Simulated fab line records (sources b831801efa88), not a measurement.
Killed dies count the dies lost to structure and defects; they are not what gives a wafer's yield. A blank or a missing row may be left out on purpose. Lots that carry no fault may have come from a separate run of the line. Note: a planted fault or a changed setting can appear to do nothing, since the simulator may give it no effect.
Comparing a struck lot with a sound one + flow sky130 + 24 out of 708 route steps
Sound: wafers L542.1, L542.3, L542.6. Struck: wafers L551.2, L551.4, L551.6. The cause is given at the end.
Per side, at each step with rows, come the tool, then ch with its chambers, and then its first start. Under that, the readings that differ: sound wafers + struck wafers + difference of the means + sigmas: that difference in standard deviations of wafers without a fault.
alike: words and numbers the same on both sides, and readings whose means are apart by under 2 such deviations; not compared: readings that were withheld, readings missing a value for some wafer, numbers with overlapping values and no deviation given by the record, and bounds like >300 which may hide the same value.
The two part at a step that has a row with sigmas, a row that says differs or no value, or rows on one side only. When numbers do not overlap yet have no deviation, they are printed without sigmas and do not part them. A reading that every wafer of one side lacks parts them only if that side has two wafers or more.

first, 6 steps without rows for these wafers: SKY_PWDE_HMDS_01 (prime time 60 s); SKY_PWDE_COAT_02 (resist thk 3000 nm); SKY_PWDE_SOFTBAKE_03; SKY_PWDE_EXPOSE_04 (exposes mask PWDEM, target cd 840 nm); SKY_PWDE_PEB_05; SKY_PWDE_DEVELOP_06 (develop time 60 s).
SKY_PWDE_OVL_MEAS_07:
  struck on overlay-01, day 7 14:22; sound on overlay-02, day 5 09:51
  alike: PWDE_OVL
next, for these wafers, 1 step has no rows: SKY_PWDE_IMPLANT_08.
SKY_PWDE_STRIP_09: strips in O2/N2.
  sound on plasmaAsher-02 ch 0,1, day 5 10:02; struck on plasmaAsher-04 ch 0,1, day 7 14:33
  alike: drypumpMotorCurrentA, oesProductAu, stripTimeToEndpointS
  not compared: rfHoursCounterH
SKY_PWDE_TW_MEAS_10:
  struck on filmMetro-04, day 7 14:40; sound on filmMetro-03, day 5 10:08
  alike: PWDE_TW
then, 2 steps without rows for these wafers: SKY_NWELL_DEHYDRATE_03 (time 60 s); SKY_NWELL_HMDS_04 (prime time 60 s).
SKY_NWELL_COAT_05: resist thk 3000 nm.
  sound on lithoTrack-02 ch 0, day 5 17:55; struck on lithoTrack-02 ch 0, day 8 00:35
| reading                                | sound          | struck         | difference | sigmas |
|----------------------------------------|----------------|----------------|------------|--------|
| model.coat_of_NWELL_COAT_05.thkNm (nm) | 2998 3003 3004 | 2885 2877 2885 | -119       |        |
  alike: resistLineTempC
then, 3 steps without rows for these wafers: SKY_NWELL_SOFTBAKE_06; SKY_NWELL_EXPOSE_07 (exposes mask NWM, target cd 840 nm); SKY_NWELL_PEB_08.
SKY_NWELL_DEVELOP_09: develop time 62.97 s.
  sound: lithoTrack-02 ch 0; struck: lithoTrack-02 ch 0
| reading                                | sound             | struck            | difference | sigmas |
|----------------------------------------|-------------------|-------------------|------------|--------|
| model.coat_of_NWELL_COAT_05.thkNm (nm) | 2994 2998 3000    | 2880 2872 2880    | -120       |        |
| model.NWELL.cdNm (nm)                  | 844.4 845.8 843.8 | 849.8 850.6 850.5 | +5.6       |        |
  alike: resistLineTempC
SKY_NWELL_OVL_MEAS_10:
  struck on overlay-02, day 8 11:28; sound on overlay-01, day 6 04:16
| reading           | sound          | struck      | difference | sigmas |
|-------------------|----------------|-------------|------------|--------|
| NWELL_00_OVL (nm) | -0.7 -0.6 -2.3 | 1.1 2.3 2.8 | +3.3       | +2     |
then, 3 steps without rows for these wafers: SKY_NWELL_IMPLANT_11; SKY_NWELL_IMPLANT_12; SKY_NWELL_IMPLANT_13.
SKY_NWELL_STRIP_14: strips in O2/N2.
  sound on plasmaAsher-01 ch 0,1, day 6 04:45; struck on plasmaAsher-04 ch 0,1, day 8 11:57
| reading                  | sound             | struck            | difference | sigmas |
|--------------------------|-------------------|-------------------|------------|--------|
| stripTimeToEndpointS (s) | 36.88 36.95 36.95 | 35.59 35.51 35.58 | -1.37      | -11    |
  alike: drypumpMotorCurrentA, oesProductAu
  not compared: rfHoursCounterH
SKY_NWELL_TW_MEAS_15:
  struck on filmMetro-04, day 8 12:04; sound on filmMetro-03, day 6 04:51
| reading  | sound          | struck         | difference | sigmas |
|----------|----------------|----------------|------------|--------|
| NWELL_TW | 1845 1842 1847 | 1809 1814 1809 | -34        | -3     |
-- the record jumps here: 41 days lie between the struck wafers' starts before and after (it left off in module NWELL and takes up again in module PAD_OPEN, whose first step shown is number 708 of the route) --
SKY_PAD_OPEN_PROBE_99:
  struck on prober-02, day 49 16:20; sound on prober-02, day 47 14:46
  alike: killed_at_M0_to_M3, killed_at_M4_up, killedAtContacts, killedAtFrontEnd, killedAtOther, killedDies, killedOpen, killedShort
  not compared: model.etest.resNwell.widthNm

WHERE THEY PART
Earliest at SKY_NWELL_OVL_MEAS_10; latest, in this record, at SKY_NWELL_TW_MEAS_15. Later steps at which nothing parts them and some readings are alike: SKY_PAD_OPEN_PROBE_99.

WHY: whatever the simulator had introduced
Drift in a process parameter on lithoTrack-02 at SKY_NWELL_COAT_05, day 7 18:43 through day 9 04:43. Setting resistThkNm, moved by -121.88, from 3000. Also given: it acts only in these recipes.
